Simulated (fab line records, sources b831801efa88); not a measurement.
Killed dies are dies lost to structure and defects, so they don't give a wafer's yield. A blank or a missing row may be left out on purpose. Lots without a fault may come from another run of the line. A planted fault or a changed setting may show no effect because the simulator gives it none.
fab line records | flow sfq_line
record lots=5 wafers=15 last_day=87
route steps=325 shown M5@200 A5B@209 R5@212
lots that met no fault: from a run of the same line without faults
start_h: hours from the record's first day to the start of the lot's first wafer shown | wait_h: hours since the lot's step before | " the same as in the row above | L1.1+2: a row that stands for several wafers | - no value, or no start given | * or withheld: withheld | < > ~ a bound
route shown NAME@n: a module of which the file shows steps, and the number in the route of the first | usual: mean/standard deviation of fault-free wafers | same: alike in all rows | chamber/n: place in a boat | sites: the reading at each site | _std_site: their standard deviation | _edge_site: outer sites' mean less inner sites' | radius_mm: how far each site lies from the wafer's centre | mask NAME#n: copy n | behind: the tool/chamber that last shaped the wafer | hold: why the lot was held/for how many hours/how that ended | device: the transistor (n, p or np) that didn't switch | end of line: the same wafers' tests at the end of the route | a step without rows: its recipe alone | killed: dies lost to structure and defects at the first sort, not the wafer's yield | map: a wafer's dies, x killed, . not, _ none there
set.NAME: the setting as run; set.NAME@STEP: as run at that earlier step | model.NAME: the simulator's own value behind a step, which no gauge read
lots at some steps of the route; a table a step, a row a wafer
services: from which hour (start_h, from the record's first day; less than 0 if before it) a tool's chamber was out of use, for how many hours, and why
## steps
# step SFQ_TRILAYER_M5_LITHO_SOFTBAKE_127
# recipe temp_c=withheld time_s=withheld resist=KrF
# step SFQ_TRILAYER_M5_LITHO_EXPOSE_124
# recipe mask_id=M5 na=0.6 source_shape=conventional sigma_outer=0.65 target_cd_nm=700 dose_mj=14.4
# step SFQ_TRILAYER_M5_LITHO_PEB_126
# recipe peb_temp_c=115 peb_time_s=60 resist=KrF
# step SFQ_TRILAYER_M5_LITHO_DEVELOP_125
# recipe time_s=60 resist=KrF
# step SFQ_M5_OVL_MEAS_932
# usual M5_OVL=1/5.2
# columns lot.wafer tool chamber start_h wait_h M5_OVL[nm]
L775.1 overlay-02 - 1183.55 0.1 0
L775.3 " - " " 4
L775.6 " - " " 2
L779.1 overlay-02 - 1364.59 0.1 -3
L779.5 " - " " -5
L779.6 " - " " 7
L789.1 overlay-01 - 1513.80 0.1 3
L789.4 " - " " 5
L789.5 " - " " 4
L794.4 overlay-02 - 1559.61 0.1 -4
L794.5 " - " " -1
L794.6 " - " " 0
L796.1 overlay-02 - 1825.33 0.1 -1
L796.2 " - " " 1
L796.4 " - " " 8
# step SFQ_TRILAYER_M5_BARC_OPEN_METAL_ETCH_161
# recipe mask_material=PR chemistry=O2 target_depth_nm=125 target=BARC icp_w=600 bias_w=80 pressure_mtorr=10 time_s=41.7
# usual drypump_motor_current_A=5.77/0.25 oes_product_au=0.685/0.0044 rf_fwd_power_W=593/3.1
# columns lot.wafer tool chamber start_h wait_h drypump_motor_current_A oes_product_au rf_fwd_power_W rf_hours_counter_h
L775.1 rie_metal-04 0 1183.59 0.0 5.88 0.683 588 102
L775.3 " 1 " " 5.35 0.687 598 -
L775.6 " 1 " " 5.35 0.681 594 -
L779.1 rie_metal-03 1 1364.63 0.0 6.14 0.677 590 4
L779.5 " 0 " " 5.56 0.685 597 -
L779.6 " 1 " " 6.08 0.682 590 -
L789.1 rie_metal-04 1 1513.83 0.0 5.31 0.688 595 1
L789.4 " 1 " " 5.35 0.680 593 -
L789.5 " 1 " " 5.34 0.681 592 -
L794.4 rie_metal-01 1 1559.65 0.0 5.96 0.680 597 -
L794.5 " 0 " " 5.66 0.683 588 -
L794.6 " 1 " " 5.97 0.682 595 -
L796.1 rie_metal-01 0 1825.36 0.0 5.64 0.675 589 41
L796.2 " 1 " " 5.96 0.678 594 148
L796.4 " 1 " " 5.94 0.682 595 -
# step SFQ_TRILAYER_M5_ETCH_METAL_ETCH_126
# recipe target=Nb stop_on=SiO2 mask_material=PR over_etch_frac=0.15 time_s=203.2 chemistry=Cl2/BCl3 target_depth_nm=265 icp_w=600 bias_w=80 pressure_mtorr=10
# usual drypump_motor_current_A=5.77/0.25 oes_product_au=0.728/0.0058 rf_fwd_power_W=597.9/1.8
# columns lot.wafer tool chamber start_h wait_h drypump_motor_current_A oes_product_au rf_fwd_power_W rf_hours_counter_h
L775.1 rie_metal-04 0 1183.65 0.0 5.86 0.733 598.1 102
L775.3 " 1 " " 5.36 0.736 596.4 -
L775.6 " 1 " " 5.37 0.730 597.0 -
L779.1 rie_metal-03 1 1364.69 0.0 6.09 0.735 598.7 4
L779.5 " 0 " " 5.58 0.725 598.2 -
L779.6 " 1 " " 6.11 0.727 597.5 -
L789.1 rie_metal-04 1 1513.89 0.0 5.35 0.736 597.9 1
L789.4 " 1 " " 5.36 0.732 600.1 -
L789.5 " 1 " " 5.36 0.725 597.6 -
L794.4 rie_metal-01 1 1559.76 0.1 5.97 0.730 598.5 -
L794.5 " 0 " " 5.67 0.723 598.6 -
L794.6 " 1 " " 5.98 0.725 599.1 -
L796.1 rie_metal-01 0 1825.42 0.0 5.64 0.728 596.0 41
L796.2 " 1 " " 5.95 0.733 599.7 148
L796.4 " 1 " " 5.98 0.727 597.7 -
# step SFQ_TRILAYER_M5_STRIP_STRIP_127
# recipe gas=O2 power_w=200 platen_temp_c=40 overash_fraction=0.65 chemistry=O2 pressure_mtorr=50
# step SFQ_TRILAYER_M5_STRIP_SOLV_CLEAN_128
# recipe chemistry=NMP temp_c=70 time_s=600
# step SFQ_TRILAYER_A5B_DEP_PECVD_129
# recipe material=SiO2 temp_c=150 time_s=133.33 pressure_torr=2.4 rf_w=183.3 precursor=SiH4/N2O target_thk_nm=600
# usual heater_power_w=83/23 rf_fwd_power_W=182.3/0.6 throttle_valve_pct=25.2/1.2
# columns lot.wafer tool chamber start_h wait_h heater_power_w rf_fwd_power_W throttle_valve_pct
L775.1 pecvd-02 2 1184.61 0.0 42 182.1 25.7
L775.3 " 1 " " 109 182.8 25.3
L775.6 " 2 " " 44 181.7 26.0
L779.1 pecvd-04 0 1365.66 0.0 83 182.3 24.7
L779.5 " 0 " " 87 182.3 24.5
L779.6 " 2 " " 81 182.3 25.5
L789.1 pecvd-01 0 1515.04 0.0 71 182.4 23.7
L789.4 " 1 " " 121 182.1 23.6
L789.5 " 2 " " 81 182.3 26.4
L794.4 pecvd-04 2 1560.88 0.0 84 181.5 25.5
L794.5 " 1 " " 78 182.9 27.0
L794.6 " 0 " " 92 181.2 24.5
L796.1 pecvd-01 1 1826.57 0.0 105 181.2 24.4
L796.2 " 0 " " 73 182.6 23.9
L796.4 " 2 " " 86 182.2 28.0
# step SFQ_TRILAYER_A5B_CMP_CMP_130
# recipe stop_on=Nb down_force_psi=3 platen_rpm=60 target_thk_nm=340.7
# step SFQ_TRILAYER_A5B_METRO_MEASURE_131
# usual thk_nm=340/5.2
# columns lot.wafer tool chamber start_h wait_h thk_nm
L775.1 film_metro-01 - 1188.32 1.0 343
L775.3 " - " " 354
L775.6 " - " " 343
L779.1 film_metro-02 - 1369.27 2.0 343
L779.5 " - " " 344
L779.6 " - " " 346
L789.1 film_metro-02 - 1533.07 1.0 331
L789.4 " - " " 330
L789.5 " - " " 331
L794.4 film_metro-01 - 1565.39 2.6 339
L794.5 " - " " 337
L794.6 " - " " 339
L796.1 film_metro-02 - 1829.66 2.5 343
L796.2 " - " " 332
L796.4 " - " " 330
# step SFQ_TRILAYER_R5_DEP_SPUTTER_132
# recipe material=Ti base_pressure_pa=1.33e-06 target_thk_nm=5 power_w=2000 time_s=5 chamber_pressure_pa=0.4
# usual cathode_dc_power_W=2000.0/0.36 throttle_valve_pct=29.8/0.75
# columns lot.wafer tool chamber start_h wait_h cathode_dc_power_W throttle_valve_pct model.Ti_of_TRILAYER_R5_DEP_SPUTTER_132.thk_nm
L775.1 pvd_sputter-06 - 1189.52 1.0 1999.5 29.5 4.742
L775.3 " - " " 2000.4 29.6 4.852
L775.6 " - " " 1999.9 29.5 4.724
L779.1 pvd_sputter-05 - 1370.47 1.0 2000.2 29.5 5.038
L779.5 " - " " 2000.1 31.7 5.033
L779.6 " - " " 1999.5 30.0 5.027
L789.1 pvd_sputter-06 - 1534.27 1.0 1591.1 29.2 4.143
L789.4 " - " " 2000.0 29.5 5.018
L789.5 " - " " 2000.4 29.9 5.156
L794.4 pvd_sputter-05 - 1565.99 0.4 2000.6 29.5 5.162
L794.5 " - " " 2000.1 29.8 5.191
L794.6 " - " " 2000.4 29.6 5.149
L796.1 pvd_sputter-04 - 1830.86 1.0 2000.1 30.5 5.072
L796.2 " - " " 1999.7 29.7 5.154
L796.4 " - " " 2000.4 28.4 4.984
# step SFQ_TRILAYER_R5_DEP_SPUTTER_133
# recipe material=MoNx base_pressure_pa=1.33e-06 target_thk_nm=40 power_w=1000 time_s=66.7 chamber_pressure_pa=0.4
# usual cathode_dc_power_W=1000.0/0.18 throttle_valve_pct=29.8/0.76
# columns lot.wafer tool chamber start_h wait_h cathode_dc_power_W throttle_valve_pct
L775.1 pvd_sputter-06 - 1189.54 0.0 999.84 30.0
L775.3 " - " " 999.84 29.4
L775.6 " - " " 1000.0 29.5
L779.1 pvd_sputter-05 - 1370.49 0.0 999.80 29.7
L779.5 " - " " 999.97 31.5
L779.6 " - " " 999.84 30.0
L789.1 pvd_sputter-06 - 1534.29 0.0 999.99 29.8
L789.4 " - " " 1000.1 29.4
L789.5 " - " " 999.88 29.9
L794.4 pvd_sputter-05 - 1566.01 0.0 1000.2 29.4
L794.5 " - " " 999.90 29.6
L794.6 " - " " 1000.0 29.5
L796.1 pvd_sputter-04 - 1830.88 0.0 999.94 30.7
L796.2 " - " " 1000.0 29.7
L796.4 " - " " 999.81 28.9
## services
# columns tool chamber start_h hours kind
film_metro-02 - 1173.80 23.5 pm
rie_metal-04 - 1192.87 0.3 repair
film_metro-02 - 1231.68 0.5 pm
film_metro-02 - 1274.03 1.9 pm
rie_metal-01 0 1280.80 9.2 repair
rie_metal-01 0 1306.57 3.0 repair
rie_metal-04 1 1307.77 10.1 repair
pvd_sputter-05 - 1350.22 0.5 repair
rie_metal-01 - 1369.90 2.4 repair
rie_metal-01 0 1372.09 2.0 repair
rie_metal-01 1 1392.42 3.8 repair
pvd_sputter-06 - 1440.95 7.7 repair
pvd_sputter-05 - 1491.11 24.6 repair
pvd_sputter-06 - 1499.83 1.7 repair
rie_metal-01 - 1567.88 1.4 pm
pvd_sputter-06 - 1590.30 8.2 repair
pvd_sputter-06 - 1632.69 1.1 repair
rie_metal-04 - 1647.82 4.0 repair
rie_metal-01 - 1659.72 14.6 pm
pvd_sputter-05 - 1697.77 4.6 repair
pvd_sputter-05 - 1771.42 2.9 repair
rie_metal-04 1 1797.76 4.8 repair
rie_metal-04 - 1805.61 14.6 pm
pvd_sputter-06 - 1828.75 16.5 repair
## key
first_sign step=SFQ_TRILAYER_R5_DEP_SPUTTER_132 reading=cathode_dc_power_W direction=down sigmas=99+ usual=2000.0 struck=1591.1
effect none on later readings
model_effect step=SFQ_TRILAYER_R5_DEP_SPUTTER_132 value=Ti_of_TRILAYER_R5_DEP_SPUTTER_132.thk_nm without=5.165 struck=4.143
met_at SFQ_TRILAYER_R5_DEP_SPUTTER_132
struck_wafers L789.1
onset_between 1189.52 1534.27
fault kind=process_parameter_drift tool=pvd_sputter-06 chamber=- onset_h=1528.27 steps=SFQ_TRILAYER_R5_DEP_SPUTTER_132 channel=power_w offset=-408.57 shape=step end_h=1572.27 acts_in=these_recipes_only stated=2000 scope=struck_wafers_only
